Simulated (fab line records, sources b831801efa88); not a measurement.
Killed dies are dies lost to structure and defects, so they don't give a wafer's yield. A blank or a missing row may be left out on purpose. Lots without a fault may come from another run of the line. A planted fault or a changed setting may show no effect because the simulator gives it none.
fab line records | flow gf180mcu
record lots=5 wafers=15 last_day=34
route steps=602 shown MVPSD@83 VT_IMPLANT@90
lots that met no fault: from a run of the same line without faults
start_h: hours from the record's first day to the start of the lot's first wafer shown | wait_h: hours since the lot's step before | " the same as in the row above | L1.1+2: a row that stands for several wafers | - no value, or no start given | * or withheld: withheld | < > ~ a bound
route shown NAME@n: a module of which the file shows steps, and the number in the route of the first | usual: mean/standard deviation of fault-free wafers | same: alike in all rows | chamber/n: place in a boat | sites: the reading at each site | _std_site: their standard deviation | _edge_site: outer sites' mean less inner sites' | radius_mm: how far each site lies from the wafer's centre | mask NAME#n: copy n | behind: the tool/chamber that last shaped the wafer | hold: why the lot was held/for how many hours/how that ended | device: the transistor (n, p or np) that didn't switch | end of line: the same wafers' tests at the end of the route | a step without rows: its recipe alone | killed: dies lost to structure and defects at the first sort, not the wafer's yield | map: a wafer's dies, x killed, . not, _ none there
set.NAME: the setting as run; set.NAME@STEP: as run at that earlier step | model.NAME: the simulator's own value behind a step, which no gauge read
lots at some steps of the route; a table a step, a row a wafer
services: from which hour (start_h, from the record's first day; less than 0 if before it) a tool's chamber was out of use, for how many hours, and why
## steps
# step GF_MVPSD_PEB_05
# recipe temp_c=115 time_s=withheld
# columns lot.wafer tool chamber start_h wait_h
L079.2+3+6 litho_track-03 0 - -
L082.1+4+6 litho_track-03 0 - -
L087.1+4+6 litho_track-03 0 - -
L091.2+4+6 litho_track-04 0 - -
L095.1+2+4 litho_track-01 0 - -
# step GF_MVPSD_DEVELOP_06
# recipe wall_angle_deg=90 develop_time_s=60 dev_temp_c=23
# columns lot.wafer tool chamber start_h wait_h
L079.2+3+6 litho_track-03 0 - -
L082.1+4+6 litho_track-03 0 - -
L087.1+4+6 litho_track-03 0 - -
L091.2+4+6 litho_track-04 0 - -
L095.1+2+4 litho_track-01 0 - -
# step GF_MVPSD_OVL_MEAS_07
# usual MVPSD_OVL=-1.2/1.4
# columns lot.wafer tool chamber start_h wait_h MVPSD_OVL[nm]
L079.2 overlay-01 - 129.09 - -3.5
L079.3 " - " " -4.5
L079.6 " - " " -2.6
L082.1 overlay-01 - 146.78 - -1.8
L082.4 " - " " -1.8
L082.6 " - " " -1.1
L087.1 overlay-01 - 178.43 - -2.1
L087.4 " - " " -0.5
L087.6 " - " " -3.0
L091.2 overlay-01 - 201.00 - 0.5
L091.4 " - " " -0.7
L091.6 " - " " -0.2
L095.1 overlay-01 - 224.89 - -3.9
L095.2 " - " " -3.5
L095.4 " - " " -3.4
# step GF_MVPSD_IMPLANT_08
# recipe species=B energy_kev=170 dose_cm2=1.5e+13 tilt_deg=0
# columns lot.wafer tool chamber start_h wait_h
L079.2+3+6 implanter-02 0 129.15 0.0
L082.1+4+6 implanter-03 0 146.82 0.0
L087.1+4+6 implanter-04 0 178.47 0.0
L091.2+4+6 implanter-02 0 201.05 0.0
L095.1+2+4 implanter-04 0 224.93 0.0
# step GF_MVPSD_IMPLANT_09
# recipe species=B energy_kev=40 dose_cm2=5e+12 tilt_deg=0
# columns lot.wafer tool chamber start_h wait_h
L079.2+3+6 implanter-02 0 129.30 0.1
L082.1+4+6 implanter-03 0 146.97 0.1
L087.1+4+6 implanter-04 0 178.62 0.1
L091.2+4+6 implanter-02 0 201.20 0.1
L095.1+2+4 implanter-04 0 225.08 0.1
# step GF_MVPSD_STRIP_10
# recipe chemistry=O2/N2 power_w=1400 pressure_mtorr=1500 platen_temp_c=250 o2_flow_sccm=3000 n2_flow_sccm=300 overash_fraction=0.5
# usual drypump_motor_current_A=5.8/0.53 heater_power_w=352/52 n2_flow_sccm=300.0/0.92 oes_product_au=0.723/0.0046 platen_temp_c=249.97/0.18 strip_time_to_endpoint_s=36.95/0.14
# columns lot.wafer tool chamber start_h wait_h drypump_motor_current_A heater_power_w n2_flow_sccm oes_product_au platen_temp_c rf_hours_counter_h strip_time_to_endpoint_s
L079.2 plasma_asher-03 1 129.42 0.1 6.0 286 300.4 0.721 250.09 39 36.94
L079.3 " 1 " " 6.0 285 298.8 0.726 249.93 - 36.86
L079.6 " 0 " " 5.7 343 299.6 0.726 250.15 - 36.82
L082.1 plasma_asher-02 0 147.12 0.1 6.0 353 298.7 0.723 249.75 52 36.91
L082.4 " 1 " " 6.6 405 299.4 0.724 250.13 - 36.96
L082.6 " 0 " " 6.0 349 300.1 0.721 249.99 - 36.88
L087.1 plasma_asher-02 0 178.77 0.1 6.0 353 298.1 0.715 249.84 56 36.98
L087.4 " 1 " " 6.6 394 297.8 0.722 250.01 - 37.06
L087.6 " 0 " " 6.0 340 299.9 0.721 249.71 - 37.11
L091.2 plasma_asher-02 0 201.33 0.1 6.0 345 302.2 0.725 250.02 59 36.94
L091.4 " 1 " " 6.7 395 300.1 0.713 250.31 - 37.03
L091.6 " 1 " " 6.7 389 300.5 0.726 250.03 - 36.89
L095.1 plasma_asher-03 1 225.23 0.1 5.9 290 299.4 0.732 250.01 50 36.82
L095.2 " 0 " " 5.6 356 300.5 0.714 249.67 50 36.76
L095.4 " 0 " " 5.7 351 299.3 0.715 249.90 - 36.75
# step GF_MVPSD_TW_MEAS_11
# usual MVPSD_TW=564.6/2.7
# columns lot.wafer tool chamber start_h wait_h MVPSD_TW
L079.2 film_metro-02 - 129.53 0.1 568.2
L079.3 " - " " 568.2
L079.6 " - " " 566.9
L082.1 film_metro-01 - 147.22 0.1 565.6
L082.4 " - " " 565.8
L082.6 " - " " 563.9
L087.1 film_metro-01 - 178.87 0.1 567.2
L087.4 " - " " 568.5
L087.6 " - " " 569.4
L091.2 film_metro-03 - 201.44 0.1 563.8
L091.4 " - " " 562.5
L091.6 " - " " 565.5
L095.1 film_metro-01 - 225.33 0.1 564.1
L095.2 " - " " 567.0
L095.4 " - " " 566.0
# step GF_VT_IMPLANT_DEHYDRATE_00
# recipe temp_c=200 time_s=60
# same time_s=60
# columns lot.wafer tool chamber start_h wait_h
L079.2+3+6 litho_track-03 0 137.36 7.8
L082.1+4+6 litho_track-04 0 154.94 7.7
L087.1+4+6 litho_track-03 0 185.98 7.1
L091.2+4+6 litho_track-02 0 209.52 8.1
L095.1+2+4 litho_track-03 0 234.28 8.9
# step GF_VT_IMPLANT_HMDS_01
# recipe prime_time_s=60 prime_temp_c=120
# columns lot.wafer tool chamber start_h wait_h
L079.2+3+6 litho_track-03 0 137.51 0.1
L082.1+4+6 litho_track-04 0 155.09 0.1
L087.1+4+6 litho_track-03 0 186.13 0.1
L091.2+4+6 litho_track-02 0 209.67 0.1
L095.1+2+4 litho_track-03 0 234.43 0.1
# step GF_VT_IMPLANT_COAT_02
# recipe resist=NOVOLAK spin_rpm=3000 resist_thk_nm=1000
# columns lot.wafer tool chamber start_h wait_h
L079.2+3+6 litho_track-03 0 137.66 0.1
L082.1+4+6 litho_track-04 0 155.24 0.1
L087.1+4+6 litho_track-03 0 186.28 0.1
L091.2+4+6 litho_track-02 0 209.82 0.1
L095.1+2+4 litho_track-03 0 234.58 0.1
# step GF_VT_IMPLANT_SOFTBAKE_03
# recipe temp_c=90 time_s=60 resist=NOVOLAK
# same time_s=60
# columns lot.wafer tool chamber start_h wait_h
L079.2+3+6 litho_track-03 0 137.81 0.1
L082.1+4+6 litho_track-04 0 155.39 0.1
L087.1+4+6 litho_track-03 0 186.43 0.1
L091.2+4+6 litho_track-02 0 209.97 0.1
L095.1+2+4 litho_track-03 0 234.73 0.1
# step GF_VT_IMPLANT_EXPOSE_04
# recipe mask_id=LVPWELL_LV_AREA target_cd_nm=600 na=0.6 source_shape=conventional sigma_outer=0.6 dose_mj=140
# usual exposure_dose_mJ_cm2=140.02/0.16 reticle_temp_C=23.01/0.11
# same sigma_outer=0.6
# columns lot.wafer tool chamber start_h wait_h mask exposure_dose_mJ_cm2 reticle_temp_C
L079.2 iline_stepper-01 0 - - LVPWELL_LV_AREA#0 140.40 23.06
L079.3 " 0 " " LVPWELL_LV_AREA#0 140.27 22.85
L079.6 " 0 " " LVPWELL_LV_AREA#0 140.38 22.95
L082.1 iline_stepper-01 0 - - LVPWELL_LV_AREA#0 139.83 23.04
L082.4 " 0 " " LVPWELL_LV_AREA#0 140.06 23.05
L082.6 " 0 " " LVPWELL_LV_AREA#0 139.73 23.00
L087.1 iline_stepper-01 0 - - LVPWELL_LV_AREA#0 139.99 22.96
L087.4 " 0 " " LVPWELL_LV_AREA#0 140.15 22.98
L087.6 " 0 " " LVPWELL_LV_AREA#0 140.13 22.95
L091.2 iline_stepper-01 0 - - LVPWELL_LV_AREA#0 139.94 23.13
L091.4 " 0 " " LVPWELL_LV_AREA#0 139.80 23.00
L091.6 " 0 " " LVPWELL_LV_AREA#0 139.79 22.94
L095.1 iline_stepper-02 0 - - LVPWELL_LV_AREA#0 139.90 22.94
L095.2 " 0 " " LVPWELL_LV_AREA#0 139.86 23.16
L095.4 " 0 " " LVPWELL_LV_AREA#0 139.94 23.27
# step GF_VT_IMPLANT_PEB_05
# recipe temp_c=withheld time_s=* resist=NOVOLAK
# same time_s=*
# columns lot.wafer tool chamber start_h wait_h
L079.2+3+6 litho_track-02 0 - -
L082.1+4+6 litho_track-02 0 - -
L087.1+4+6 litho_track-04 0 - -
L091.2+4+6 litho_track-02 0 - -
L095.1+2+4 litho_track-04 0 - -
# step GF_VT_IMPLANT_DEVELOP_06
# recipe develop_time_s=60 dev_temp_c=23
# columns lot.wafer tool chamber start_h wait_h
L079.2+3+6 litho_track-02 0 145.42 0.1
L082.1+4+6 litho_track-02 0 163.24 0.1
L087.1+4+6 litho_track-04 0 195.14 0.1
L091.2+4+6 litho_track-02 0 218.32 0.1
L095.1+2+4 litho_track-04 0 244.04 0.1
# step GF_VT_IMPLANT_OVL_MEAS_07
# usual VT_IMPLANT_OVL=-0.6/1.7
# columns lot.wafer tool chamber start_h wait_h VT_IMPLANT_OVL[nm]
L079.2 overlay-02 - 145.55 0.1 -2.1
L079.3 " - " " 0.5
L079.6 " - " " -0.7
L082.1 overlay-02 - 163.39 0.1 0.8
L082.4 " - " " 2.8
L082.6 " - " " 1.9
L087.1 overlay-02 - 195.29 0.1 -0.7
L087.4 " - " " 0.0
L087.6 " - " " -0.3
L091.2 overlay-02 - 218.45 0.1 0.1
L091.4 " - " " 0.2
L091.6 " - " " 0.4
L095.1 overlay-01 - 244.19 0.1 0.6
L095.2 " - " " -0.1
L095.4 " - " " -1.8
# step GF_VT_IMPLANT_IMPLANT_08
# recipe species=BF2 energy_kev=20 dose_cm2=8.29e+12 tilt_deg=7
# columns lot.wafer tool chamber start_h wait_h
L079.2+3+6 implanter-01 0 145.60 0.0
L082.1+4+6 implanter-03 0 163.43 0.0
L087.1+4+6 implanter-03 0 195.33 0.0
L091.2+4+6 implanter-04 0 218.50 0.0
L095.1+2+4 implanter-04 0 244.23 0.0
# step GF_VT_IMPLANT_STRIP_09
# recipe chemistry=O2/N2 power_w=1400 pressure_mtorr=1500 platen_temp_c=250 o2_flow_sccm=3000 n2_flow_sccm=300 overash_fraction=0.5
# usual drypump_motor_current_A=6.0/0.36 heater_power_w=337/41 n2_flow_sccm=300.0/0.96 oes_product_au=0.716/0.0045 platen_temp_c=250.03/0.19 strip_time_to_endpoint_s=12.63/0.039
# columns lot.wafer tool chamber start_h wait_h drypump_motor_current_A heater_power_w n2_flow_sccm oes_product_au platen_temp_c rf_hours_counter_h strip_time_to_endpoint_s
L079.2 plasma_asher-03 1 145.73 0.1 5.9 286 301.9 0.726 249.91 41 12.61
L079.3 " 1 " " 6.0 290 300.5 0.715 250.02 - 12.61
L079.6 " 0 " " 5.7 354 299.4 0.720 250.34 - 12.63
L082.1 plasma_asher-04 0 163.58 0.1 5.5 338 299.4 0.715 250.29 40 12.67
L082.4 " 1 " " 6.1 273 299.3 0.719 250.06 - 12.68
L082.6 " 1 " " 6.1 278 299.5 0.717 249.94 - 12.66
L087.1 plasma_asher-03 1 195.48 0.1 6.0 287 299.2 0.711 249.92 47 12.58
L087.4 " 1 " " 5.9 292 298.3 0.706 249.94 - 12.58
L087.6 " 1 " " 5.9 293 300.2 0.717 250.21 - 12.59
L091.2 plasma_asher-03 0 218.63 0.1 5.7 358 301.2 0.719 250.28 49 12.61
L091.4 " 0 " " 5.7 362 300.5 0.713 250.38 - 12.59
L091.6 " 0 " " 5.7 357 299.9 0.715 250.08 - 12.60
L095.1 plasma_asher-02 0 244.38 0.1 6.0 338 300.1 0.722 250.29 63 12.55
L095.2 " 1 " " 6.6 390 299.2 0.716 249.98 63 12.58
L095.4 " 1 " " 6.7 389 299.5 0.712 249.56 - 12.58
# step GF_VT_IMPLANT_TW_MEAS_10
# usual VT_IMPLANT_TW=568/3.7
# columns lot.wafer tool chamber start_h wait_h VT_IMPLANT_TW
L079.2 film_metro-04 - 145.84 0.1 565
L079.3 " - " " 566
L079.6 " - " " 566
L082.1 film_metro-03 - 163.68 0.1 570
L082.4 " - " " 572
L082.6 " - " " 568
L087.1 film_metro-04 - 195.58 0.1 559
L087.4 " - " " 565
L087.6 " - " " 565
L091.2 film_metro-02 - 218.74 0.1 569
L091.4 " - " " 566
L091.6 " - " " 569
L095.1 film_metro-03 - 244.48 0.1 568
L095.2 " - " " 567
L095.4 " - " " 568
# step GF_VT_IMPLANT_DEHYDRATE_11
# recipe temp_c=200 time_s=60
# same time_s=60
# columns lot.wafer tool chamber start_h wait_h
L079.2+3+6 litho_track-03 0 153.86 8.0
L082.1+4+6 litho_track-02 0 171.49 7.8
L087.1+4+6 litho_track-03 0 203.23 7.6
L091.2+4+6 litho_track-04 0 226.97 8.2
L095.1+2+4 litho_track-04 0 253.39 8.9
# step GF_VT_IMPLANT_HMDS_12
# recipe prime_time_s=60 prime_temp_c=120
# columns lot.wafer tool chamber start_h wait_h
L079.2+3+6 litho_track-03 0 154.01 0.1
L082.1+4+6 litho_track-02 0 171.64 0.1
L087.1+4+6 litho_track-03 0 203.38 0.1
L091.2+4+6 litho_track-04 0 227.12 0.1
L095.1+2+4 litho_track-04 0 253.54 0.1
# step GF_VT_IMPLANT_COAT_13
# recipe resist=NOVOLAK spin_rpm=3000 resist_thk_nm=1000
# columns lot.wafer tool chamber start_h wait_h
L079.2+3+6 litho_track-03 0 154.16 0.1
L082.1+4+6 litho_track-02 0 171.79 0.1
L087.1+4+6 litho_track-03 0 203.53 0.1
L091.2+4+6 litho_track-04 0 227.27 0.1
L095.1+2+4 litho_track-04 0 253.69 0.1
# step GF_VT_IMPLANT_SOFTBAKE_14
# recipe temp_c=90 time_s=60 resist=NOVOLAK
# same time_s=60
# columns lot.wafer tool chamber start_h wait_h
L079.2+3+6 litho_track-03 0 154.31 0.1
L082.1+4+6 litho_track-02 0 171.94 0.1
L087.1+4+6 litho_track-03 0 203.68 0.1
L091.2+4+6 litho_track-04 0 227.42 0.1
L095.1+2+4 litho_track-04 0 253.84 0.1
# step GF_VT_IMPLANT_EXPOSE_15
# recipe mask_id=Nwell_LV_AREA target_cd_nm=860 na=0.6 source_shape=conventional sigma_outer=0.6 dose_mj=140
# usual exposure_dose_mJ_cm2=140.02/0.14 reticle_temp_C=22.99/0.1
# same sigma_outer=0.6
# columns lot.wafer tool chamber start_h wait_h mask exposure_dose_mJ_cm2 reticle_temp_C
L079.2 iline_stepper-01 0 - - Nwell_LV_AREA#0 140.14 23.06
L079.3 " 0 " " Nwell_LV_AREA#0 140.08 23.07
L079.6 " 0 " " Nwell_LV_AREA#0 140.25 23.21
L082.1 iline_stepper-02 0 - - Nwell_LV_AREA#0 139.84 23.06
L082.4 " 0 " " Nwell_LV_AREA#0 139.89 23.02
L082.6 " 0 " " Nwell_LV_AREA#0 139.97 22.97
L087.1 iline_stepper-02 0 - - Nwell_LV_AREA#0 140.16 23.12
L087.4 " 0 " " Nwell_LV_AREA#0 140.23 23.12
L087.6 " 0 " " Nwell_LV_AREA#0 140.06 23.08
L091.2 iline_stepper-01 0 - - Nwell_LV_AREA#0 140.04 23.10
L091.4 " 0 " " Nwell_LV_AREA#0 139.89 23.05
L091.6 " 0 " " Nwell_LV_AREA#0 139.82 23.01
L095.1 iline_stepper-02 0 - - Nwell_LV_AREA#0 139.93 23.20
L095.2 " 0 " " Nwell_LV_AREA#0 139.97 23.10
L095.4 " 0 " " Nwell_LV_AREA#0 140.08 23.06
# step GF_VT_IMPLANT_PEB_16
# recipe temp_c=withheld time_s=* resist=NOVOLAK
# same time_s=*
# columns lot.wafer tool chamber start_h wait_h
L079.2+3+6 litho_track-02 0 - -
L082.1+4+6 litho_track-03 0 - -
L087.1+4+6 litho_track-03 0 - -
L091.2+4+6 litho_track-03 0 - -
L095.1+2+4 litho_track-02 0 - -
# step GF_VT_IMPLANT_DEVELOP_17
# recipe develop_time_s=60 dev_temp_c=23
# columns lot.wafer tool chamber start_h wait_h
L079.2+3+6 litho_track-02 0 162.37 0.1
L082.1+4+6 litho_track-03 0 180.53 0.1
L087.1+4+6 litho_track-03 0 212.43 0.1
L091.2+4+6 litho_track-03 0 236.96 0.1
L095.1+2+4 litho_track-02 0 263.14 0.1
# step GF_VT_IMPLANT_OVL_MEAS_18
# usual VT_IMPLANT_01_OVL=-0.2/1.3
# columns lot.wafer tool chamber start_h wait_h VT_IMPLANT_01_OVL[nm]
L079.2 overlay-01 - 162.51 0.1 -1.4
L079.3 " - " " -2.1
L079.6 " - " " -1.5
L082.1 overlay-02 - 180.68 0.1 -0.1
L082.4 " - " " 0.2
L082.6 " - " " -1.4
L087.1 overlay-01 - 212.58 0.1 -2.2
L087.4 " - " " -3.5
L087.6 " - " " -2.3
L091.2 overlay-02 - 237.09 0.1 -1.4
L091.4 " - " " 0.6
L091.6 " - " " -1.2
L095.1 overlay-01 - 263.29 0.1 -1.5
L095.2 " - " " -0.9
L095.4 " - " " -1.5
# step GF_VT_IMPLANT_IMPLANT_19
# recipe species=As energy_kev=100 dose_cm2=4.35e+12 tilt_deg=7
# columns lot.wafer tool chamber start_h wait_h
L079.2+3+6 implanter-01 0 162.56 0.0
L082.1+4+6 implanter-01 0 180.72 0.0
L087.1+4+6 implanter-01 0 212.62 0.0
L091.2+4+6 implanter-03 0 237.14 0.0
L095.1+2+4 implanter-04 0 263.33 0.0
# step GF_VT_IMPLANT_STRIP_20
# recipe chemistry=O2/N2 power_w=1400 pressure_mtorr=1500 platen_temp_c=250 o2_flow_sccm=3000 n2_flow_sccm=300 overash_fraction=0.5
# usual drypump_motor_current_A=5.9/0.31 heater_power_w=325/41 n2_flow_sccm=300.0/0.89 oes_product_au=0.716/0.0046 platen_temp_c=249.96/0.17 strip_time_to_endpoint_s=12.62/0.04
# columns lot.wafer tool chamber start_h wait_h drypump_motor_current_A heater_power_w n2_flow_sccm oes_product_au platen_temp_c rf_hours_counter_h strip_time_to_endpoint_s
L079.2 plasma_asher-03 1 162.69 0.1 5.9 290 299.6 0.712 249.73 43 12.59
L079.3 " 1 " " 5.9 293 301.2 0.712 250.22 - 12.62
L079.6 " 0 " " 5.7 351 300.0 0.713 249.68 - 12.63
L082.1 plasma_asher-04 1 180.87 0.1 6.1 273 300.2 0.718 250.39 42 12.64
L082.4 " 1 " " 6.1 274 300.3 0.717 250.22 - 12.60
L082.6 " 0 " " 5.6 351 301.6 0.719 249.80 - 12.63
L087.1 plasma_asher-04 0 212.77 0.1 5.6 348 301.2 0.710 249.97 45 12.63
L087.4 " 0 " " 5.6 345 299.6 0.721 250.13 - 12.65
L087.6 " 0 " " 5.6 349 300.0 0.716 249.69 - 12.64
L091.2 plasma_asher-03 1 237.27 0.1 6.0 287 298.6 0.712 249.94 51 12.65
L091.4 " 1 " " 5.9 289 299.2 0.718 250.10 - 12.64
L091.6 " 1 " " 6.0 288 298.7 0.718 250.03 - 12.62
L095.1 plasma_asher-04 0 263.48 0.1 5.5 343 300.7 0.726 250.21 49 12.63
L095.2 " 1 " " 6.1 276 301.2 0.709 250.06 49 12.69
L095.4 " 1 " " 6.1 274 300.6 0.713 250.17 - 12.66
# step GF_VT_IMPLANT_TW_MEAS_21
# usual VT_IMPLANT_2_TW=1225/10
# columns lot.wafer tool chamber start_h wait_h VT_IMPLANT_2_TW
L079.2 film_metro-04 - 162.85 0.1 1226
L079.3 " - " " 1219
L079.6 " - " " 1225
L082.1 film_metro-02 - 180.97 0.1 1238
L082.4 " - " " 1239
L082.6 " - " " 1240
L087.1 film_metro-02 - 212.87 0.1 1236
L087.4 " - " " 1226
L087.6 " - " " 1231
L091.2 film_metro-02 - 237.38 0.1 1224
L091.4 " - " " 1220
L091.6 " - " " 1220
L095.1 film_metro-04 - 263.62 0.1 1216
L095.2 " - " " 1217
L095.4 " - " " 1217
# step GF_VT_IMPLANT_DEHYDRATE_22
# recipe temp_c=200 time_s=60
# same time_s=60
# columns lot.wafer tool chamber start_h wait_h
L079.2+3+6 litho_track-02 0 170.57 7.7
L082.1+4+6 litho_track-02 0 188.39 7.4
L087.1+4+6 litho_track-03 0 221.18 8.3
L091.2+4+6 litho_track-03 0 246.11 8.7
L095.1+2+4 litho_track-03 0 273.33 9.7
# step GF_VT_IMPLANT_HMDS_23
# recipe prime_time_s=60 prime_temp_c=120
# columns lot.wafer tool chamber start_h wait_h
L079.2+3+6 litho_track-02 0 170.72 0.1
L082.1+4+6 litho_track-02 0 188.54 0.1
L087.1+4+6 litho_track-03 0 221.33 0.1
L091.2+4+6 litho_track-03 0 246.26 0.1
L095.1+2+4 litho_track-03 0 273.48 0.1
# step GF_VT_IMPLANT_COAT_24
# recipe resist=NOVOLAK spin_rpm=3000 resist_thk_nm=1000
# columns lot.wafer tool chamber start_h wait_h
L079.2+3+6 litho_track-02 0 170.87 0.1
L082.1+4+6 litho_track-02 0 188.69 0.1
L087.1+4+6 litho_track-03 0 221.48 0.1
L091.2+4+6 litho_track-03 0 246.41 0.1
L095.1+2+4 litho_track-03 0 273.63 0.1
# step GF_VT_IMPLANT_SOFTBAKE_25
# recipe temp_c=90 time_s=60 resist=NOVOLAK
# same time_s=60
# columns lot.wafer tool chamber start_h wait_h
L079.2+3+6 litho_track-02 0 171.02 0.1
L082.1+4+6 litho_track-02 0 188.84 0.1
L087.1+4+6 litho_track-03 0 221.63 0.1
L091.2+4+6 litho_track-03 0 246.56 0.1
L095.1+2+4 litho_track-03 0 273.78 0.1
# step GF_VT_IMPLANT_EXPOSE_26
# recipe mask_id=LVPWELL_HV_AREA target_cd_nm=860 na=0.6 source_shape=conventional sigma_outer=0.6 dose_mj=140
# usual exposure_dose_mJ_cm2=140.01/0.13 reticle_temp_C=23.01/0.1
# same sigma_outer=0.6
# columns lot.wafer tool chamber start_h wait_h mask exposure_dose_mJ_cm2 reticle_temp_C
L079.2 iline_stepper-01 0 - - LVPWELL_HV_AREA#0 140.19 23.05
L079.3 " 0 " " LVPWELL_HV_AREA#0 140.06 23.03
L079.6 " 0 " " LVPWELL_HV_AREA#0 140.06 22.97
L082.1 iline_stepper-02 0 - - LVPWELL_HV_AREA#0 140.16 23.05
L082.4 " 0 " " LVPWELL_HV_AREA#0 139.88 23.03
L082.6 " 0 " " LVPWELL_HV_AREA#0 140.06 23.08
L087.1 iline_stepper-01 0 - - LVPWELL_HV_AREA#0 140.07 23.09
L087.4 " 0 " " LVPWELL_HV_AREA#0 140.09 22.97
L087.6 " 0 " " LVPWELL_HV_AREA#0 140.07 23.07
L091.2 iline_stepper-01 0 - - LVPWELL_HV_AREA#0 139.79 22.83
L091.4 " 0 " " LVPWELL_HV_AREA#0 139.81 23.04
L091.6 " 0 " " LVPWELL_HV_AREA#0 139.74 23.01
L095.1 iline_stepper-02 0 - - LVPWELL_HV_AREA#0 140.12 22.88
L095.2 " 0 " " LVPWELL_HV_AREA#0 139.94 22.89
L095.4 " 0 " " LVPWELL_HV_AREA#0 140.14 22.97
# step GF_VT_IMPLANT_PEB_27
# recipe temp_c=withheld time_s=* resist=NOVOLAK
# same time_s=*
# columns lot.wafer tool chamber start_h wait_h
L079.2+3+6 litho_track-03 0 - -
L082.1+4+6 litho_track-02 0 - -
L087.1+4+6 litho_track-03 0 - -
L091.2+4+6 litho_track-04 0 - -
L095.1+2+4 litho_track-02 0 - -
# step GF_VT_IMPLANT_DEVELOP_28
# recipe develop_time_s=60 dev_temp_c=23
# columns lot.wafer tool chamber start_h wait_h
L079.2+3+6 litho_track-03 0 179.61 0.1
L082.1+4+6 litho_track-02 0 198.09 0.1
L087.1+4+6 litho_track-03 0 230.68 0.1
L091.2+4+6 litho_track-04 0 256.17 0.1
L095.1+2+4 litho_track-02 0 283.39 0.1
# step GF_VT_IMPLANT_OVL_MEAS_29
# usual VT_IMPLANT_02_OVL=0.2/1.3
# columns lot.wafer tool chamber start_h wait_h VT_IMPLANT_02_OVL[nm]
L079.2 overlay-02 - 179.74 0.1 2.3
L079.3 " - " " 0.7
L079.6 " - " " 2.0
L082.1 overlay-02 - 198.24 0.1 2.0
L082.4 " - " " 0.9
L082.6 " - " " 1.0
L087.1 overlay-01 - 230.83 0.1 -0.6
L087.4 " - " " -1.7
L087.6 " - " " -1.4
L091.2 overlay-01 - 256.30 0.1 0.3
L091.4 " - " " 1.7
L091.6 " - " " 0.4
L095.1 overlay-02 - 283.54 0.1 -0.7
L095.2 " - " " -1.6
L095.4 " - " " -0.8
# step GF_VT_IMPLANT_IMPLANT_30
# recipe species=B energy_kev=25 dose_cm2=2.534e+12 tilt_deg=7
# columns lot.wafer tool chamber start_h wait_h
L079.2+3+6 implanter-03 0 179.79 0.0
L082.1+4+6 implanter-01 0 198.28 0.0
L087.1+4+6 implanter-04 0 230.87 0.0
L091.2+4+6 implanter-01 0 256.35 0.0
L095.1+2+4 implanter-04 0 283.58 0.0
# step GF_VT_IMPLANT_STRIP_31
# recipe chemistry=O2/N2 power_w=1400 pressure_mtorr=1500 platen_temp_c=250 o2_flow_sccm=3000 n2_flow_sccm=300 overash_fraction=0.5
# usual drypump_motor_current_A=6.1/0.36 heater_power_w=338/43 n2_flow_sccm=299.9/0.9 oes_product_au=0.715/0.0045 platen_temp_c=249.99/0.17 strip_time_to_endpoint_s=12.62/0.034
# columns lot.wafer tool chamber start_h wait_h drypump_motor_current_A heater_power_w n2_flow_sccm oes_product_au platen_temp_c rf_hours_counter_h strip_time_to_endpoint_s
L079.2 plasma_asher-04 0 179.92 0.1 5.6 340 300.2 0.711 249.63 42 12.64
L079.3 " 1 " " 6.1 273 298.9 0.715 250.19 - 12.62
L079.6 " 1 " " 6.1 271 300.2 0.720 249.91 - 12.58
L082.1 plasma_asher-04 1 198.43 0.1 6.1 273 300.7 0.710 249.97 44 12.62
L082.4 " 0 " " 5.6 338 298.2 0.713 249.91 - 12.64
L082.6 " 0 " " 5.6 341 298.9 0.722 249.67 - 12.59
L087.1 plasma_asher-02 1 231.02 0.1 6.7 395 299.3 0.721 250.02 62 12.64
L087.4 " 1 " " 6.6 396 300.4 0.714 250.03 - 12.62
L087.6 " 1 " " 6.6 401 299.5 0.709 249.78 - 12.58
L091.2 plasma_asher-02 0 256.48 0.1 6.0 346 299.1 0.714 250.13 65 12.57
L091.4 " 1 " " 6.6 400 299.9 0.716 250.14 - 12.59
L091.6 " 1 " " 6.6 389 299.9 0.722 249.99 - 12.55
L095.1 plasma_asher-02 1 283.73 0.1 6.6 396 299.2 0.702 250.27 68 12.63
L095.2 " 0 " " 6.0 357 299.8 0.721 249.77 68 12.63
L095.4 " 0 " " 6.0 347 299.5 0.715 249.76 - 12.64
# step GF_VT_IMPLANT_TW_MEAS_32
# usual VT_IMPLANT_3_TW=270.5/1.8
# columns lot.wafer tool chamber start_h wait_h VT_IMPLANT_3_TW
L079.2 film_metro-04 - 180.03 0.1 269.3
L079.3 " - " " 269.6
L079.6 " - " " 270.3
L082.1 film_metro-04 - 198.53 0.1 268.9
L082.4 " - " " 268.5
L082.6 " - " " 268.6
L087.1 film_metro-03 - 231.12 0.1 271.4
L087.4 " - " " 271.6
L087.6 " - " " 270.8
L091.2 film_metro-04 - 256.62 0.1 268.8
L091.4 " - " " 268.7
L091.6 " - " " 268.0
L095.1 film_metro-02 - 283.83 0.1 271.9
L095.2 " - " " 272.8
L095.4 " - " " 271.3
# step GF_VT_IMPLANT_DEHYDRATE_33
# recipe temp_c=200 time_s=60
# same time_s=60
# columns lot.wafer tool chamber start_h wait_h
L079.2+3+6 litho_track-04 0 187.57 7.5
L082.1+4+6 litho_track-02 0 206.74 8.2
L087.1+4+6 litho_track-03 0 239.58 8.5
L091.2+4+6 litho_track-02 0 265.27 8.6
L095.1+2+4 litho_track-04 0 293.24 9.4
# step GF_VT_IMPLANT_HMDS_34
# recipe prime_time_s=60 prime_temp_c=120
# columns lot.wafer tool chamber start_h wait_h
L079.2+3+6 litho_track-04 0 187.72 0.1
L082.1+4+6 litho_track-02 0 206.89 0.1
L087.1+4+6 litho_track-03 0 239.73 0.1
L091.2+4+6 litho_track-02 0 265.42 0.1
L095.1+2+4 litho_track-04 0 293.39 0.1
# step GF_VT_IMPLANT_COAT_35
# recipe resist=NOVOLAK spin_rpm=3000 resist_thk_nm=1000
# columns lot.wafer tool chamber start_h wait_h
L079.2+3+6 litho_track-04 0 187.87 0.1
L082.1+4+6 litho_track-02 0 207.04 0.1
L087.1+4+6 litho_track-03 0 239.88 0.1
L091.2+4+6 litho_track-02 0 265.57 0.1
L095.1+2+4 litho_track-04 0 293.54 0.1
## services
# columns tool chamber start_h hours kind
implanter-01 - 109.76 4.3 repair
implanter-03 - 113.08 2.1 repair
implanter-03 - 116.15 1.2 repair
plasma_asher-04 - 128.32 2.9 repair
implanter-04 - 142.02 5.1 pm
implanter-02 - 155.89 3.1 repair
iline_stepper-02 - 177.71 1.7 pm
iline_stepper-01 - 191.66 1.7 pm
plasma_asher-03 - 196.36 0.3 repair
plasma_asher-04 - 214.12 9.7 repair
implanter-03 - 241.95 138.0 pm
plasma_asher-04 - 243.27 5.0 repair
plasma_asher-03 - 253.89 1.1 repair
implanter-02 - 271.05 1.3 repair
implanter-04 - 285.65 6.9 repair
implanter-02 - 291.30 8.2 repair
## key
fault none
